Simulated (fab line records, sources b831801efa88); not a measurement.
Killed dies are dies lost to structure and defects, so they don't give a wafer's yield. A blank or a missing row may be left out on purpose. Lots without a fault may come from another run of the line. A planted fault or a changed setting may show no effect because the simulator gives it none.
A struck lot beside a sound one | flow sfq_line | 14 steps out of a route of 325
Sound: wafers L397.2, L397.3, L397.4. Struck: wafers L394.4, L394.6. (L394.5 of the same lot was not struck and is left out.) The cause comes at the end.
At each step with rows: each side's tool, then ch and its chambers, then its first start. Under that, the readings that differ: sound wafers | struck wafers | difference of the means | sigmas: that difference in standard deviations of wafers without a fault.
alike: readings whose means differ by less than 2 such deviations, and words and numbers that are the same on both sides. not compared: withheld readings, readings that some wafer has no value for, bounds like >300 that may hide the same value, and numbers for which the record gives no deviation and whose values overlap.
The two part at a step that has a row with sigmas, a row that says differs or no value, or rows on one side only. Numbers that don't overlap but have no deviation are shown without sigmas and don't part them. A reading that every wafer of one side lacks parts them only if that side has two wafers or more.

first, 6 steps without rows for these wafers: SFQ_TRILAYER_I4_VIA_LITHO_COAT_108 (resist thk 62 nm); SFQ_TRILAYER_I4_VIA_LITHO_COAT_103 (resist thk 650 nm); SFQ_TRILAYER_I4_VIA_LITHO_SOFTBAKE_107; SFQ_TRILAYER_I4_VIA_LITHO_EXPOSE_104 (exposes mask I4, target cd 700 nm); SFQ_TRILAYER_I4_VIA_LITHO_PEB_106 (peb time 60 s); SFQ_TRILAYER_I4_VIA_LITHO_DEVELOP_105 (time 60 s).
SFQ_I4_OVL_MEAS_928:
  sound on overlay-01, day 61 01:05; struck on overlay-01, day 59 06:13
  alike: I4_OVL
SFQ_TRILAYER_I4_VIA_BARC_OPEN_VIA_ETCH_146: etches BARC in O2, target depth 125 nm, time 41.7 s.
  sound on rie_diel-03 ch 0,1, day 61 01:07; struck on rie_diel-04 ch 2, day 59 06:14
  alike: drypump_motor_current_A, oes_product_au, rf_fwd_power_W
  not compared: rf_hours_counter_h
SFQ_TRILAYER_I4_VIA_ETCH_VIA_ETCH_106: etches SiO2 in CHF3, stops on Nb, target depth 260 nm.
  sound on rie_diel-03 ch 0,1, day 61 01:09; struck on rie_diel-04 ch 2, day 59 06:16
  alike: drypump_motor_current_A, oes_product_au, rf_fwd_power_W
SFQ_TRILAYER_I4_VIA_STRIP_STRIP_107: strips in O2.
  sound on rie_metal-04 ch 0,1, day 61 01:16; struck on rie_metal-03 ch 0, day 59 06:35
  alike: drypump_motor_current_A, oes_product_au
  not compared: rf_hours_counter_h
then, 2 steps without rows for these wafers: SFQ_TRILAYER_I4_VIA_STRIP_SOLV_CLEAN_108 (cleans in NMP, time 600 s); SFQ_TRILAYER_JJ_TRILAYER_DEP_PRE_CLEAN_113 (time 22.5 s).
SFQ_TRILAYER_JJ_TRILAYER_DEP_SPUTTER_109: material Nb, target thk 150 nm, time 100 s.
  sound on pvd_sputter-05, day 61 02:04; struck on pvd_sputter-03, day 59 07:11
  reading                  | sound                  | struck         | difference | sigmas
  chamber_pressure_pa (Pa) | 0.13315 0.13356 0.1333 | 0.14685 0.1471 | +0.01364   | +52
  alike: base_pressure_pa, throttle_valve_pct
SFQ_TRILAYER_JJ_TRILAYER_DEP_SPUTTER_110: material Al, target thk 8 nm, time 10 s.
  sound on pvd_sputter-05, day 61 02:08; struck on pvd_sputter-03, day 59 07:15
  alike: base_pressure_pa, chamber_pressure_pa, throttle_valve_pct

WHERE THEY PART
Only at SFQ_TRILAYER_JJ_TRILAYER_DEP_SPUTTER_109, within this record. Later steps at which nothing parts them and some readings are alike: SFQ_TRILAYER_JJ_TRILAYER_DEP_SPUTTER_110.

WHY: what the simulator had put in
Process parameter drift: pvd_sputter-03, from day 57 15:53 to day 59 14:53, at SFQ_TRILAYER_JJ_TRILAYER_DEP_SPUTTER_109. Setting chamber_pressure_pa, moved by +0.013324, from 0.1333. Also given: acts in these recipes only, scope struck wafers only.
